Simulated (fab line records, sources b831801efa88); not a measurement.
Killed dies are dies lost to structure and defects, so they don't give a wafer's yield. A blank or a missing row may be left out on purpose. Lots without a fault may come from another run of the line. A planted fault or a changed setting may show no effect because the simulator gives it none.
Problem report in the 8D (eight disciplines) form, filled by code | flow sky130 | the parts of the form that need people (team, actions taken, sign-off) are left out

1. THE PROBLEM
strip_time_to_endpoint_s at SKY_VIA3_STRIP_16 reads a mean of 3.64 s on 6 wafers of 2 lots; wafers without a fault read 4.13 s with a standard deviation of 0.034. That is -14 standard deviations from the usual mean.
The step: strips in O2/N2.
First seen on wafer L608.1, day 44 02:24, on plasma_asher-04. The record holds 42 wafers of 14 lots with a number at this step. Rule for "out", or "out of limits": more than 4 standard deviations from the usual mean. The other wafers with a number count as sound.

2. WHAT IT IS AND WHAT IT IS NOT
question                    | is                       | is not
which readings at this step | strip_time_to_endpoint_s | drypump_motor_current_A
which lots                  | L608, L615               | L596, L597, L598, L599, L600, L602, L603, L605, L607, L611, L616, L619
which wafers of those lots  | all that have a number   | -
read on which tools         | plasma_asher-04          | plasma_asher-01, plasma_asher-02
when                        | from day 44 02:24        | up to then (27 sound wafers); but 9 sound wafers of L611, L616, L619 came after

3. SUSPECTS, AND WHAT RULES EACH OUT
Counting: a tool at a process step up to the reading stays a suspect if it ran every lot that is out and no sound lot after the first of them.
- litho_track-04 at SKY_VIA3_COAT_07 (resist thk 450 nm): kept. It ran every lot that is out, first L608 (day 43 13:00), and no sound lot after that; its last sound lot up to then is L605 (day 42 02:00).
- plasma_asher-04 at SKY_VIA3_STRIP_16 (strips in O2/N2): ruled out as a lasting fault. Sound lots L611, L616 ran on it after its first lot that is out, L608 (day 44 02:24).
Left after counting: litho_track-04 at SKY_VIA3_COAT_07.

4. THE CAUSE (what the simulator had put in)
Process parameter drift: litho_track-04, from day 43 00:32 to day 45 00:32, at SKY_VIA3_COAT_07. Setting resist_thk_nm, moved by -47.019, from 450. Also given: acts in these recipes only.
Counting left only this tool.

5. THE CHAIN OF EFFECTS, in route order
Each row: a reading whose mean over the struck wafers that have a number lies more than 3 standard deviations from the usual. Only readings for which the record gives a usual standard deviation are gone through. hours: the time from each lot's start at the first step in this table that gives one to its start at this step, as a median over the lots. sigmas: the change in usual standard deviations.
hours | step              | reading                  | usual      | on struck wafers | change | sigmas
0     | SKY_VIA3_STRIP_16 | oes_product_au           | 0.402 a.u. | 0.382            | -0.021 | -4.2
0     | SKY_VIA3_STRIP_16 | strip_time_to_endpoint_s | 4.13 s     | 3.64             | -0.49  | -14
The process steps in it:
- SKY_VIA3_STRIP_16: strips in O2/N2.

6. WHAT WOULD HAVE CAUGHT IT SOONER
In this record the first reading out of limits was taken at day 44 02:24, 26 hours after the fault began at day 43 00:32.
Of the lots that are out (2), L615 began SKY_VIA3_COAT_07 on litho_track-04 after day 44 02:24. A hold on the tool at that time would have spared it.
